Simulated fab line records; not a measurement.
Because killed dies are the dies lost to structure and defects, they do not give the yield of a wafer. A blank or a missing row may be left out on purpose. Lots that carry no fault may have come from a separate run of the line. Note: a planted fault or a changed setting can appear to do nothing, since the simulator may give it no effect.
Problem report in the 8D (eight disciplines) form, filled by code / flow gf180mcu / the parts of the form that need people (team, actions taken, sign-off) are left out

== 1. PROBLEM STATEMENT ==
Wafers free of any fault read 1565 (standard deviation 13) for NWELL_TW at GF_NWELL_TW_MEAS_11, against a mean of 1400 on 6 wafers of 2 lots. Relative to the usual mean, that is a shift of -13 standard deviations.
Seen first at day 5 09:14 on film-metro-04, wafer L184.1. The record has a number at this step for 36 wafers belonging to 12 lots. The rule behind "out" and "out of limits": a value lying over 4 standard deviations away from the usual mean. All remaining wafers that have a number are taken as sound.

== 2. WHAT THIS IS AND IS NOT ==
question=which readings at this step | is=NWELL_TW | is not=-
question=which lots | is=L184, L187 | is not=L175, L177, L179, L185, L188, L189, L191, L196, L197, L198
question=which wafers of those lots | is=all that have a number | is not=-
question=read on which gauges | is=film-metro-02, film-metro-04 | is not=film-metro-01
question=when | is=from day 5 09:14 | is not=up to then (9 sound wafers); but 21 sound wafers of L185, L188, L189, L191, L196, L197, L198 came after

== 3. THE SUSPECTS, EACH WITH WHAT RULES IT OUT ==
Counting: any tool at a process step up to the reading is kept as a suspect provided that every lot that is out went through it and no sound lot did after the first of them.
- ruled out: the gauge at GF_NWELL_TW_MEAS_11. Those wafers that are out were read across 2 gauges (film-metro-02, film-metro-04).
- implanter-02 at GF_NWELL_IMPLANT_08: ruled out as a lasting fault. After its first lot that is out, L184 (day 5 08:50), sound lots L197, L198 ran on it.
Left after counting: nothing in the record.

== 4. THE CAUSE (what the simulator had put in) ==
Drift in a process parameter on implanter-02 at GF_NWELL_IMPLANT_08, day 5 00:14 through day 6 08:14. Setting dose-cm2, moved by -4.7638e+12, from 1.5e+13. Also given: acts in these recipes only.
The count ruled it out by mistake, since the rule takes a fault to strike every lot its tool runs from the start of the fault on, and this one did not do so.

== 5. THE EFFECT CHAIN, in route order ==
Rows list readings where the struck wafers' mean (over those with a number) sits beyond 3 standard deviations from the usual. Scope: only readings with a usual standard deviation given in the record; hours: median across lots of the time from each lot's start at the first step in this table that gives one to its start at this step; sigmas: change in usual standard deviations.
hours=0; step=GF_NWELL_IMPLANT_08; reading=dose-ions-cm2; usual=1.5001e+13; on struck wafers=1.0238e+13; change=-4.7630e+12; sigmas=-99 or more
hours=0; step=GF_NWELL_IMPLANT_08; reading=faraday-current-uA; usual=84.2; on struck wafers=56.4; change=-27.8; sigmas=-16
hours=0; step=GF_NWELL_TW_MEAS_11; reading=NWELL_TW; usual=1565; on struck wafers=1400; change=-166; sigmas=-13
hours=116; step=GF_VT_IMPLANT_RS_MEAS_47; reading=NWELL_RS; usual=487.3 ohm/sq; on struck wafers=596.2; change=+108.9; sigmas=+68
The process steps in it:
- GF_NWELL_IMPLANT_08
At these later measuring or inspecting steps, every struck wafer for which the step has a row has a number for every such reading, and none has moved that far: GF_MVSD_OVL_MEAS_07, GF_MVPSD_OVL_MEAS_07.

== 6. WHAT WOULD HAVE CAUGHT IT SOONER ==
The first out-of-limits reading at a measuring or inspecting step in this record came at day 5 09:14, 9 hours after the fault's start at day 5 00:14.
Tool's own readings at GF_NWELL_IMPLANT_08, dose-ions-cm2, faraday-current-uA: out on all struck wafers the step has rows for; an alarm limit on them would have tripped on the first.
